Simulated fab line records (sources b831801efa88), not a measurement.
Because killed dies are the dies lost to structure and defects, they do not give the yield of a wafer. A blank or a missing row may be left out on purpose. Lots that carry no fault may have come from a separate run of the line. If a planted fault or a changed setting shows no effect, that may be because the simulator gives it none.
fab line records + flow sky130
[record]
- lots = 10
- wafers = 30
- last-day = 51
route steps=708 shown VIA2@529 METAL3@535 VIA3@593 METAL5@663
lots with no fault: from the same line, run without faults
start-h: start of the lot's first displayed wafer, in hours after the record's first day + wait-h: hours elapsed since this lot's preceding step + " as in the row above + L1.1+2: one row covering several wafers at once + - no value, or no start given + * or withheld: withheld + < > ~ a bound
route shown NAME@n: NAME is a module with steps in the file, n the number in the route of the first one + usual: mean/standard deviation of fault-free wafers + same: alike in all rows + chamber/n: place in a boat + sites: each site's reading + _std_site: standard deviation across them + _edge_site: outer sites' mean less inner sites' + radius-mm: for every site, how far away it sits from the centre of the wafer + mask NAME#n: copy n + behind: the tool/chamber that last shaped the wafer + hold: what put the lot on hold/how long, in hours/how the hold closed + device: the n, p or np transistor that did not switch + end of line: tests run on the same wafers once the route is complete + step lacking rows: just its recipe + killed: dies lost to structure and defects at the first sort, not the wafer's yield + map: shows each die of a wafer: x if killed, . if not, _ if none is there
set.NAME: setting as actually run; set.NAME@STEP: the setting as run at that earlier step + model.NAME: the simulator's own value behind a step, which no gauge read
a sample of lots followed through the steps of the route, with each step as a table and each wafer as a row
services: the hour from which a tool's chamber was out of use, counted from the record's first day as start-h (under 0 if before that day), plus the number of hours and why
[[steps]]
[step SKY_VIA2_RS_MEAS_22]
[recipe]
- thk-meas-gauge = four-point-probe
- reads = W_of_VIA2_CVD_21+TiN_of_VIA2_SPUTTER_20
[usual]
- VIA2_W_RS = 0.2729/0.0029
| lot.wafer | tool          | chamber | start-h | wait-h | VIA2_W_RS[ohm/sq] |
|-----------|---------------|---------|---------|--------|-------------------|
| L748.3    | film-metro-04 | -       | 926.08  | 0.1    | 0.2709            |
| L748.4    | "             | -       | "       | "      | 0.2729            |
| L748.6    | "             | -       | "       | "      | 0.2708            |
| L749.1    | film-metro-04 | -       | 931.23  | 0.1    | 0.2707            |
| L749.4    | "             | -       | "       | "      | 0.2699            |
| L749.6    | "             | -       | "       | "      | 0.2743            |
| L751.1    | film-metro-02 | -       | 946.98  | 0.1    | 0.2808            |
| L751.2    | "             | -       | "       | "      | 0.2780            |
| L751.6    | "             | -       | "       | "      | 0.2809            |
| L753.2    | film-metro-03 | -       | 960.22  | 0.1    | 0.2727            |
| L753.3    | "             | -       | "       | "      | 0.2722            |
| L753.5    | "             | -       | "       | "      | 0.2741            |
| L754.4    | film-metro-04 | -       | 973.39  | 0.1    | 0.2705            |
| L754.5    | "             | -       | "       | "      | 0.2724            |
| L754.6    | "             | -       | "       | "      | 0.2726            |
| L755.1    | film-metro-02 | -       | 979.41  | 0.1    | 0.2747            |
| L755.4    | "             | -       | "       | "      | 0.2754            |
| L755.5    | "             | -       | "       | "      | 0.2734            |
| L760.1    | film-metro-04 | -       | 1004.41 | 0.2    | 0.2748            |
| L760.2    | "             | -       | "       | "      | 0.2732            |
| L760.6    | "             | -       | "       | "      | 0.2769            |
| L761.1    | film-metro-04 | -       | 1008.55 | 0.2    | 0.2738            |
| L761.5    | "             | -       | "       | "      | 0.2696            |
| L761.6    | "             | -       | "       | "      | 0.2712            |
| L763.1    | film-metro-02 | -       | 1021.79 | 0.1    | 0.2719            |
| L763.2    | "             | -       | "       | "      | 0.2727            |
| L763.4    | "             | -       | "       | "      | 0.2735            |
| L765.1    | film-metro-03 | -       | 1025.98 | 0.1    | 0.2789            |
| L765.2    | "             | -       | "       | "      | 0.2786            |
| L765.4    | "             | -       | "       | "      | 0.2808            |
[step SKY_METAL3_SPUTTER_03]
[recipe]
- material = Ti
- target-thk-nm = 5
- power-w = 3000
- time-s = 3.3
- chamber-pressure-pa = 0.4
[usual]
- throttle-valve-pct = 30.0/0.69
| lot.wafer | tool           | chamber | start-h | wait-h | throttle-valve-pct |
|-----------|----------------|---------|---------|--------|--------------------|
| L748.3    | pvd-sputter-01 | -       | 926.61  | 0.0    | 31.0               |
| L748.4    | "              | -       | "       | "      | 28.1               |
| L748.6    | "              | -       | "       | "      | 30.9               |
| L749.1    | pvd-sputter-03 | -       | 931.80  | 0.0    | 30.7               |
| L749.4    | "              | -       | "       | "      | 30.3               |
| L749.6    | "              | -       | "       | "      | 29.4               |
| L751.1    | pvd-sputter-03 | -       | 947.55  | 0.0    | 30.5               |
| L751.2    | "              | -       | "       | "      | 30.3               |
| L751.6    | "              | -       | "       | "      | 30.7               |
| L753.2    | pvd-sputter-01 | -       | 960.76  | 0.0    | 30.0               |
| L753.3    | "              | -       | "       | "      | 30.9               |
| L753.5    | "              | -       | "       | "      | 28.3               |
| L754.4    | pvd-sputter-04 | -       | 973.90  | 0.0    | 31.1               |
| L754.5    | "              | -       | "       | "      | 30.7               |
| L754.6    | "              | -       | "       | "      | 29.9               |
| L755.1    | pvd-sputter-03 | -       | 979.98  | 0.0    | 30.4               |
| L755.4    | "              | -       | "       | "      | 29.8               |
| L755.5    | "              | -       | "       | "      | 30.2               |
| L760.1    | pvd-sputter-03 | -       | 1005.23 | 0.0    | 29.8               |
| L760.2    | "              | -       | "       | "      | 30.7               |
| L760.6    | "              | -       | "       | "      | 30.3               |
| L761.1    | pvd-sputter-01 | -       | 1009.12 | 0.0    | 30.8               |
| L761.5    | "              | -       | "       | "      | 30.0               |
| L761.6    | "              | -       | "       | "      | 28.2               |
| L763.1    | pvd-sputter-04 | -       | 1022.35 | 0.0    | 31.2               |
| L763.2    | "              | -       | "       | "      | 30.7               |
| L763.4    | "              | -       | "       | "      | 30.3               |
| L765.1    | pvd-sputter-04 | -       | 1026.55 | 0.0    | 30.9               |
| L765.2    | "              | -       | "       | "      | 31.3               |
| L765.4    | "              | -       | "       | "      | 29.4               |
[step SKY_VIA3_SPUTTER_20]
[recipe]
- material = TiN
- target-thk-nm = 20
- chamber-pressure-pa = 5
- power-w = 4000
- time-s = 80
[usual]
- throttle-valve-pct = 29.9/0.8
| lot.wafer | tool           | chamber | start-h | wait-h | throttle-valve-pct |
|-----------|----------------|---------|---------|--------|--------------------|
| L748.3    | pvd-sputter-02 | -       | 1002.58 | 0.0    | 28.3               |
| L748.4    | "              | -       | "       | "      | 29.7               |
| L748.6    | "              | -       | "       | "      | 29.8               |
| L749.1    | pvd-sputter-03 | -       | 1005.72 | 0.0    | 30.5               |
| L749.4    | "              | -       | "       | "      | 29.8               |
| L749.6    | "              | -       | "       | "      | 29.5               |
| L751.1    | pvd-sputter-02 | -       | 1018.93 | 0.0    | 29.8               |
| L751.2    | "              | -       | "       | "      | 30.1               |
| L751.6    | "              | -       | "       | "      | 30.9               |
| L753.2    | pvd-sputter-03 | -       | 1030.29 | 0.0    | 29.8               |
| L753.3    | "              | -       | "       | "      | 30.3               |
| L753.5    | "              | -       | "       | "      | 30.5               |
| L754.4    | pvd-sputter-02 | -       | 1039.81 | 0.0    | 30.4               |
| L754.5    | "              | -       | "       | "      | 28.2               |
| L754.6    | "              | -       | "       | "      | 30.1               |
| L755.1    | pvd-sputter-03 | -       | 1045.02 | 0.0    | 29.6               |
| L755.4    | "              | -       | "       | "      | 30.5               |
| L755.5    | "              | -       | "       | "      | 30.6               |
| L760.1    | pvd-sputter-02 | -       | 1071.42 | 0.0    | 29.8               |
| L760.2    | "              | -       | "       | "      | 30.9               |
| L760.6    | "              | -       | "       | "      | 30.9               |
| L761.1    | pvd-sputter-03 | -       | 1077.27 | 0.0    | 30.3               |
| L761.5    | "              | -       | "       | "      | 29.1               |
| L761.6    | "              | -       | "       | "      | 29.6               |
| L763.1    | pvd-sputter-03 | -       | 1090.24 | 0.0    | 30.3               |
| L763.2    | "              | -       | "       | "      | 29.1               |
| L763.4    | "              | -       | "       | "      | 30.0               |
| L765.1    | pvd-sputter-02 | -       | 1093.24 | 0.0    | 30.8               |
| L765.2    | "              | -       | "       | "      | 29.9               |
| L765.4    | "              | -       | "       | "      | 30.1               |
[step SKY_METAL5_SPUTTER_02]
[recipe]
- material = AlCu
- target-thk-nm = 1150
- power-w = 10600
- time-s = 61.2
- chamber-pressure-pa = 0.4
[usual]
- throttle-valve-pct = 30.1/0.87
| lot.wafer | tool           | chamber | start-h | wait-h | throttle-valve-pct |
|-----------|----------------|---------|---------|--------|--------------------|
| L748.3    | pvd-sputter-02 | -       | 1070.31 | 0.0    | 28.2               |
| L748.4    | "              | -       | "       | "      | 28.5               |
| L748.6    | "              | -       | "       | "      | 29.9               |
| L749.1    | pvd-sputter-02 | -       | 1072.22 | 0.0    | 28.1               |
| L749.4    | "              | -       | "       | "      | 28.4               |
| L749.6    | "              | -       | "       | "      | 30.6               |
| L751.1    | pvd-sputter-04 | -       | 1087.28 | 0.0    | 30.3               |
| L751.2    | "              | -       | "       | "      | 30.8               |
| L751.6    | "              | -       | "       | "      | 31.3               |
| L753.2    | pvd-sputter-02 | -       | 1101.81 | 0.0    | 30.0               |
| L753.3    | "              | -       | "       | "      | 30.0               |
| L753.5    | "              | -       | "       | "      | 30.2               |
| L754.4    | pvd-sputter-02 | -       | 1111.17 | 0.0    | 30.8               |
| L754.5    | "              | -       | "       | "      | 29.9               |
| L754.6    | "              | -       | "       | "      | 30.9               |
| L755.1    | pvd-sputter-02 | -       | 1115.12 | 0.0    | 30.0               |
| L755.4    | "              | -       | "       | "      | 28.1               |
| L755.5    | "              | -       | "       | "      | 28.3               |
| L760.1    | pvd-sputter-04 | -       | 1137.17 | 0.0    | 31.5               |
| L760.2    | "              | -       | "       | "      | 30.2               |
| L760.6    | "              | -       | "       | "      | 30.7               |
| L761.1    | pvd-sputter-03 | -       | 1142.28 | 0.0    | 29.8               |
| L761.5    | "              | -       | "       | "      | 30.7               |
| L761.6    | "              | -       | "       | "      | 30.2               |
| L763.1    | pvd-sputter-03 | -       | 1154.44 | 0.0    | 30.2               |
| L763.2    | "              | -       | "       | "      | 30.5               |
| L763.4    | "              | -       | "       | "      | 29.8               |
| L765.1    | pvd-sputter-04 | -       | 1156.70 | 0.0    | 29.5               |
| L765.2    | "              | -       | "       | "      | 31.4               |
| L765.4    | "              | -       | "       | "      | 29.9               |
[step SKY_METAL5_RS_MEAS_05]
[recipe]
- thk-meas-gauge = four-point-probe
- reads = TiN_of_METAL5_SPUTTER_04+Ti_of_METAL5_SPUTTER_03+AlCu_of_METAL5_SPUTTER_02+TiN_of_METAL5_SPUTTER_01+Ti_of_METAL5_SPUTTER_00
[usual]
- METAL5_ALCU_RS = 0.02706/0.00028
| lot.wafer | tool          | chamber | start-h | wait-h | METAL5_ALCU_RS[ohm/sq] |
|-----------|---------------|---------|---------|--------|------------------------|
| L748.3    | film-metro-03 | -       | 1070.46 | 0.1    | 0.02691                |
| L748.4    | "             | -       | "       | "      | 0.02688                |
| L748.6    | "             | -       | "       | "      | 0.02704                |
| L749.1    | film-metro-03 | -       | 1072.33 | 0.0    | 0.02722                |
| L749.4    | "             | -       | "       | "      | 0.02748                |
| L749.6    | "             | -       | "       | "      | 0.02752                |
| L751.1    | film-metro-01 | -       | 1087.40 | 0.0    | 0.02705                |
| L751.2    | "             | -       | "       | "      | 0.02729                |
| L751.6    | "             | -       | "       | "      | 0.02701                |
| L753.2    | film-metro-01 | -       | 1101.95 | 0.0    | 0.03171                |
| L753.3    | "             | -       | "       | "      | 0.02706                |
| L753.5    | "             | -       | "       | "      | 0.02701                |
| L754.4    | film-metro-04 | -       | 1111.34 | 0.1    | 0.02692                |
| L754.5    | "             | -       | "       | "      | 0.027                  |
| L754.6    | "             | -       | "       | "      | 0.03168                |
| L755.1    | film-metro-04 | -       | 1115.24 | 0.0    | 0.03207                |
| L755.4    | "             | -       | "       | "      | 0.02722                |
| L755.5    | "             | -       | "       | "      | 0.02711                |
| L760.1    | film-metro-04 | -       | 1137.28 | 0.0    | 0.02661                |
| L760.2    | "             | -       | "       | "      | 0.02653                |
| L760.6    | "             | -       | "       | "      | 0.02713                |
| L761.1    | film-metro-01 | -       | 1142.40 | 0.0    | 0.02756                |
| L761.5    | "             | -       | "       | "      | 0.02722                |
| L761.6    | "             | -       | "       | "      | 0.02747                |
| L763.1    | film-metro-01 | -       | 1154.56 | 0.0    | 0.02756                |
| L763.2    | "             | -       | "       | "      | 0.0277                 |
| L763.4    | "             | -       | "       | "      | 0.02768                |
| L765.1    | film-metro-04 | -       | 1156.82 | 0.0    | 0.02705                |
| L765.2    | "             | -       | "       | "      | 0.02672                |
| L765.4    | "             | -       | "       | "      | 0.02674                |
[step SKY_METAL5_THK_MEAS_06]
[recipe]
- thk-meas-gauge = xrf
- reads = AlCu_of_METAL5_SPUTTER_02
[usual]
- METAL5_ALCU_THK = 1133/12
| lot.wafer | tool          | chamber | start-h | wait-h | METAL5_ALCU_THK[nm] |
|-----------|---------------|---------|---------|--------|---------------------|
| L748.3    | film-metro-03 | -       | 1070.56 | 0.1    | 1141                |
| L748.4    | "             | -       | "       | "      | 1143                |
| L748.6    | "             | -       | "       | "      | 1140                |
| L749.1    | film-metro-03 | -       | 1072.45 | 0.1    | 1133                |
| L749.4    | "             | -       | "       | "      | 1125                |
| L749.6    | "             | -       | "       | "      | 1123                |
| L751.1    | film-metro-01 | -       | 1087.52 | 0.1    | 1141                |
| L751.2    | "             | -       | "       | "      | 1124                |
| L751.6    | "             | -       | "       | "      | 1135                |
| L753.2    | film-metro-01 | -       | 1102.06 | 0.1    | 975                 |
| L753.3    | "             | -       | "       | "      | 1142                |
| L753.5    | "             | -       | "       | "      | 1151                |
| L754.4    | film-metro-04 | -       | 1111.43 | 0.1    | 1132                |
| L754.5    | "             | -       | "       | "      | 1133                |
| L754.6    | "             | -       | "       | "      | 964                 |
| L755.1    | film-metro-04 | -       | 1115.36 | 0.1    | 953                 |
| L755.4    | "             | -       | "       | "      | 1112                |
| L755.5    | "             | -       | "       | "      | 1126                |
| L760.1    | film-metro-04 | -       | 1137.40 | 0.1    | 1143                |
| L760.2    | "             | -       | "       | "      | 1156                |
| L760.6    | "             | -       | "       | "      | 1133                |
| L761.1    | film-metro-01 | -       | 1142.52 | 0.1    | 1120                |
| L761.5    | "             | -       | "       | "      | 1139                |
| L761.6    | "             | -       | "       | "      | 1128                |
| L763.1    | film-metro-01 | -       | 1154.68 | 0.1    | 1116                |
| L763.2    | "             | -       | "       | "      | 1105                |
| L763.4    | "             | -       | "       | "      | 1115                |
| L765.1    | film-metro-04 | -       | 1156.94 | 0.1    | 1134                |
| L765.2    | "             | -       | "       | "      | 1138                |
| L765.4    | "             | -       | "       | "      | 1151                |
[step SKY_METAL5_METAL_ETCH_15]
[recipe]
- target-depth-a = 12600
- stop-on = SiO2
- over-etch-frac = 0.2
- time-s = 252
- chemistry = Cl2/BCl3
- resist-sidewall-deg = 86
- pressure-mtorr = 10
- icp-w = 900
- bias-w = 48.5
- Cl2_flow_sccm = 60
- bcl3-flow-sccm = 30
[usual]
- chamber-pressure-mTorr = 10.000/0.0095
- drypump-motor-current-A = 5.4/0.67
- oes-product-au = 0.894/0.0045
- throttle-valve-pct = 22.266/0.0091
| lot.wafer | tool         | chamber | start-h | wait-h | chamber-pressure-mTorr | drypump-motor-current-A | oes-product-au | rf-hours-counter-h | throttle-valve-pct |
|-----------|--------------|---------|---------|--------|------------------------|-------------------------|----------------|--------------------|--------------------|
| L748.3    | rie-metal-02 | 0       | 1092.17 | 0.1    | 10.000                 | 4.9                     | 0.894          | -                  | 22.261             |
| L748.4    | "            | 1       | "       | "      | 10.007                 | 6.1                     | 0.893          | -                  | 22.268             |
| L748.6    | "            | 1       | "       | "      | 9.982                  | 6.1                     | 0.893          | -                  | 22.283             |
| L749.1    | rie-metal-03 | 0       | 1093.51 | 0.0    | 9.995                  | 5.3                     | 0.898          | 14                 | 22.256             |
| L749.4    | "            | 1       | "       | "      | 10.009                 | 5.0                     | 0.892          | -                  | 22.264             |
| L749.6    | "            | 1       | "       | "      | 9.995                  | 5.0                     | 0.892          | -                  | 22.266             |
| L751.1    | rie-metal-03 | 1       | 1107.64 | 0.0    | 10.016                 | 4.9                     | 0.893          | 13                 | 22.278             |
| L751.2    | "            | 0       | "       | "      | 9.999                  | 5.3                     | 0.889          | 15                 | 22.256             |
| L751.6    | "            | 0       | "       | "      | 10.006                 | 5.3                     | 0.893          | -                  | 22.255             |
| L753.2    | rie-metal-01 | 1       | 1121.34 | 0.0    | 9.997                  | 4.7                     | 0.838          | 10                 | 22.259             |
| L753.3    | "            | 1       | "       | "      | 9.994                  | 4.7                     | 0.890          | -                  | 22.264             |
| L753.5    | "            | 0       | "       | "      | 10.000                 | 6.3                     | 0.893          | -                  | 22.265             |
| L754.4    | rie-metal-01 | 0       | 1130.79 | 0.1    | 10.001                 | 6.3                     | 0.902          | -                  | 22.272             |
| L754.5    | "            | 1       | "       | "      | 9.995                  | 4.7                     | 0.901          | -                  | 22.261             |
| L754.6    | "            | 0       | "       | "      | 9.987                  | 6.3                     | 0.839          | -                  | 22.256             |
| L755.1    | rie-metal-02 | 1       | 1134.29 | 0.0    | 10.024                 | 6.1                     | 0.827          | 13                 | 22.259             |
| L755.4    | "            | 0       | "       | "      | 9.992                  | 5.0                     | 0.893          | -                  | 22.267             |
| L755.5    | "            | 0       | "       | "      | 10.004                 | 5.0                     | 0.888          | -                  | 22.277             |
| L760.1    | rie-metal-02 | 1       | 1156.16 | 0.0    | 10.004                 | 6.1                     | 0.896          | 15                 | 22.260             |
| L760.2    | "            | 0       | "       | "      | 10.009                 | 5.0                     | 0.891          | 17                 | 22.262             |
| L760.6    | "            | 0       | "       | "      | 10.000                 | 4.9                     | 0.899          | -                  | 22.256             |
| L761.1    | rie-metal-01 | 1       | 1160.89 | 0.0    | 9.988                  | 4.7                     | 0.888          | 13                 | 22.259             |
| L761.5    | "            | 0       | "       | "      | 10.009                 | 6.3                     | 0.896          | -                  | 22.262             |
| L761.6    | "            | 1       | "       | "      | 9.974                  | 4.7                     | 0.899          | -                  | 22.267             |
| L763.1    | rie-metal-01 | 0       | 1173.44 | 0.0    | 10.002                 | 6.3                     | 0.887          | 27                 | 22.277             |
| L763.2    | "            | 1       | "       | "      | 9.988                  | 4.7                     | 0.888          | 15                 | 22.264             |
| L763.4    | "            | 1       | "       | "      | 10.006                 | 4.7                     | 0.895          | -                  | 22.274             |
| L765.1    | rie-metal-01 | 0       | 1175.31 | 0.0    | 10.004                 | 6.3                     | 0.896          | 27                 | 22.258             |
| L765.2    | "            | 1       | "       | "      | 9.995                  | 4.7                     | 0.887          | 15                 | 22.268             |
| L765.4    | "            | 0       | "       | "      | 9.996                  | 6.3                     | 0.896          | -                  | 22.256             |
[[services]]
| tool           | chamber | start-h | hours | kind                   |
|----------------|---------|---------|-------|------------------------|
| rie-metal-01   | 1       | 903.30  | 10.6  | repair                 |
| pvd-sputter-03 | -       | 922.83  | 1.7   | repair                 |
| pvd-sputter-02 | -       | 929.69  | 2.3   | repair                 |
| pvd-sputter-04 | -       | 945.86  | 9.6   | repair                 |
| pvd-sputter-03 | -       | 972.80  | 3.2   | repair                 |
| rie-metal-02   | -       | 989.58  | 2.2   | repair                 |
| pvd-sputter-03 | 3       | 994.12  | -     | consumable-replace:kit |
| pvd-sputter-03 | 3       | 994.12  | 18.0  | scheduled-down         |
| pvd-sputter-03 | -       | 996.23  | 3.2   | repair                 |
| pvd-sputter-03 | -       | 1031.74 | 4.6   | repair                 |
| pvd-sputter-02 | -       | 1035.07 | 0.5   | repair                 |
| pvd-sputter-04 | -       | 1045.03 | 1.1   | repair                 |
| rie-metal-03   | -       | 1061.44 | 1.4   | pm                     |
| pvd-sputter-01 | -       | 1062.45 | 3.2   | repair                 |
| pvd-sputter-03 | -       | 1066.05 | 5.7   | repair                 |
| pvd-sputter-04 | -       | 1079.26 | 2.0   | repair                 |
| rie-metal-02   | -       | 1106.79 | 1.4   | pm                     |
| pvd-sputter-03 | -       | 1107.05 | 1.1   | repair                 |
| rie-metal-01   | -       | 1115.43 | 1.4   | pm                     |
| pvd-sputter-04 | -       | 1116.59 | 4.0   | repair                 |
| pvd-sputter-04 | -       | 1122.39 | 1.8   | repair                 |
| rie-metal-01   | -       | 1122.66 | 2.4   | repair                 |
| pvd-sputter-03 | -       | 1125.57 | 0.8   | repair                 |
| pvd-sputter-03 | -       | 1131.26 | 2.5   | repair                 |
[[key]]
[first-sign]
- step = SKY_METAL5_RS_MEAS_05
- reading = METAL5_ALCU_RS
- direction = up
- sigmas = 17
- usual = 0.02706
- struck = 0.03182
[effect]
- step = SKY_METAL5_THK_MEAS_06
- reading = METAL5_ALCU_THK
- direction = down
- sigmas = 14
- usual = 1133
- struck = 964
[effect]
- step = SKY_METAL5_METAL_ETCH_15
- reading = oes-product-au
- direction = down
- sigmas = 13
- usual = 0.894
- struck = 0.835
met-at SKY_METAL5_SPUTTER_02
struck-lots L753,L754,L755
struck-wafers L753.2,L754.6,L755.1
not-acting-at SKY_VIA2_RS_MEAS_22,SKY_METAL3_SPUTTER_03,SKY_VIA3_SPUTTER_20
onset-between 1072.22 1101.81
[fault]
- kind = process-parameter-drift
- tool = pvd-sputter-02
- chamber = -
- onset-h = 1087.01
- steps = SKY_METAL5_SPUTTER_02
- channel = time-s
- offset = *
- shape = step
- end-h = 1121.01
- scope = struck-wafers-only
- acts-in = *
- stated = *
